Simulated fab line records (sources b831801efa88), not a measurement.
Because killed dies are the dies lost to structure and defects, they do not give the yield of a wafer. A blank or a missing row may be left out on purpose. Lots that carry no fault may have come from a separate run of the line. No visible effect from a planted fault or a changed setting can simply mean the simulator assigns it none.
Which tool did it? :: flow sky130 :: Sampling: 14 lots, 42 wafers, 2 of 708 route steps

## WHAT EACH GAUGE READ, for each wafer
SKY_RES_PROTECT_TW_MEAS_08.
lot: L532
measured: day 15 19:34
on: film metro-01
POLY_GATE_TW: 4121 4116 4104

lot: L534
measured: day 16 13:22
on: film metro-02
POLY_GATE_TW: 4061 4094 4090

lot: L535
measured: day 16 19:48
on: film metro-01
POLY_GATE_TW: 4124 4134 4143

lot: L538
measured: day 18 04:02
on: film metro-02
POLY_GATE_TW: 4105 4082 4081

lot: L539
measured: day 18 09:27
on: film metro-01
POLY_GATE_TW: 4129 4144 4154

lot: L542
measured: day 19 08:28
on: film metro-03
POLY_GATE_TW: 4029 4008 4028

lot: L544
measured: day 20 08:35
on: film metro-03
POLY_GATE_TW: 4002 4011 4016

lot: L545
measured: day 21 00:20
on: film metro-02
POLY_GATE_TW: 4077 4093 4088

lot: L546
measured: day 21 02:03
on: film metro-01
POLY_GATE_TW: 4129 4136 4151

lot: L549
measured: day 22 02:04
on: film metro-03
POLY_GATE_TW: 4000 4041 4027

lot: L550
measured: day 23 07:37
on: film metro-02
POLY_GATE_TW: 4091 4079 4062

lot: L553
measured: day 24 00:11
on: film metro-01
POLY_GATE_TW: 4113 4108 4115

lot: L551
measured: day 24 00:29
on: film metro-01
POLY_GATE_TW: 4126 4130 4116

lot: L552
measured: day 24 01:13
on: film metro-02
POLY_GATE_TW: 4085 4090 4086

## WHAT TOOL EACH LOT RAN ON (gives the tool, then ch and the chambers of the sampled wafers, and finally the start)
lot: L532
SKY_GATE_OXIDE_STRIP_13: plasma asher-04 ch 0,1, day 14 12:49

lot: L534
SKY_GATE_OXIDE_STRIP_13: plasma asher-03 ch 0,1, day 15 06:47

lot: L535
SKY_GATE_OXIDE_STRIP_13: plasma asher-02 ch 0,1, day 15 12:25

lot: L538
SKY_GATE_OXIDE_STRIP_13: plasma asher-04 ch 0,1, day 16 12:50

lot: L539
SKY_GATE_OXIDE_STRIP_13: plasma asher-03 ch 0,1, day 17 01:05

lot: L542
SKY_GATE_OXIDE_STRIP_13: plasma asher-04 ch 0,1, day 17 21:16

lot: L544
SKY_GATE_OXIDE_STRIP_13: plasma asher-02 ch 0,1, day 18 23:16

lot: L545
SKY_GATE_OXIDE_STRIP_13: plasma asher-03 ch 0, day 19 14:54

lot: L546
SKY_GATE_OXIDE_STRIP_13: plasma asher-04 ch 0,1, day 19 15:12

lot: L549
SKY_GATE_OXIDE_STRIP_13: plasma asher-02 ch 0, day 20 16:42

lot: L550
SKY_GATE_OXIDE_STRIP_13: plasma asher-02 ch 0,1, day 21 22:21

lot: L553
SKY_GATE_OXIDE_STRIP_13: plasma asher-04 ch 1, day 22 14:55

lot: L551
SKY_GATE_OXIDE_STRIP_13: plasma asher-03 ch 1, day 22 15:23

lot: L552
SKY_GATE_OXIDE_STRIP_13: plasma asher-04 ch 0,1, day 22 15:33
- SKY_GATE_OXIDE_STRIP_13: strips in O2/N2.

## AS READ BY THE TOOLS THEMSELVES (means over the sampled wafers that have a number; for cases with no such wafer, the mark the record gives instead)
SKY_GATE_OXIDE_STRIP_13.
lot: L532
tool: plasma asher-04
drypump motor current A (A): 5.80
oes product au (a.u.): 0.715
strip time to endpoint s (s): 14.15

lot: L534
tool: plasma asher-03
drypump motor current A (A): 5.96
oes product au (a.u.): 0.711
strip time to endpoint s (s): 14.21

lot: L535
tool: plasma asher-02
drypump motor current A (A): 5.69
oes product au (a.u.): 0.714
strip time to endpoint s (s): 14.21

lot: L538
tool: plasma asher-04
drypump motor current A (A): 5.68
oes product au (a.u.): 0.719
strip time to endpoint s (s): 14.23

lot: L539
tool: plasma asher-03
drypump motor current A (A): 5.94
oes product au (a.u.): 0.717
strip time to endpoint s (s): 14.21

lot: L542
tool: plasma asher-04
drypump motor current A (A): 5.65
oes product au (a.u.): 0.714
strip time to endpoint s (s): 14.17

lot: L544
tool: plasma asher-02
drypump motor current A (A): 5.69
oes product au (a.u.): 0.713
strip time to endpoint s (s): 14.17

lot: L545
tool: plasma asher-03
drypump motor current A (A): 6.08
oes product au (a.u.): 0.715
strip time to endpoint s (s): 14.16

lot: L546
tool: plasma asher-04
drypump motor current A (A): 5.65
oes product au (a.u.): 0.713
strip time to endpoint s (s): 14.25

lot: L549
tool: plasma asher-02
drypump motor current A (A): 6.13
oes product au (a.u.): 0.715
strip time to endpoint s (s): 14.11

lot: L550
tool: plasma asher-02
drypump motor current A (A): 5.70
oes product au (a.u.): 0.719
strip time to endpoint s (s): 14.10

lot: L553
tool: plasma asher-04
drypump motor current A (A): 5.94
oes product au (a.u.): 0.715
strip time to endpoint s (s): 14.15

lot: L551
tool: plasma asher-03
drypump motor current A (A): 5.72
oes product au (a.u.): 0.716
strip time to endpoint s (s): 14.15

lot: L552
tool: plasma asher-04
drypump motor current A (A): 5.67
oes product au (a.u.): 0.718
strip time to endpoint s (s): 14.19

## THE ANSWER, worked out from the rows above alone
Rule: what is usual is taken from the lots themselves. Put in order of their means at a reading, lots are off if they are a third of the lots or fewer, leave a main group of 4 or more, and stand apart from it by a gap of 3 or more times the standard deviation of the main group's means; of several such gaps the widest counts. Not used: any main group whose means are identical at the precision the tables above print for the reading. Also off: a lot with no number at a reading for which 4 or more lots have one. The other lots that the step has rows for count as sound. Order of review: gauges by route order, followed by the tools' own readings, for which a lot's mean as printed above is used. The first step at which some lot is off is used, and at that step the reading that is off furthest; a lot without a number counts as furthest.
Nothing can be told from this: no lot is off at any reading shown.

## WHAT THE SIMULATOR HAD INSERTED
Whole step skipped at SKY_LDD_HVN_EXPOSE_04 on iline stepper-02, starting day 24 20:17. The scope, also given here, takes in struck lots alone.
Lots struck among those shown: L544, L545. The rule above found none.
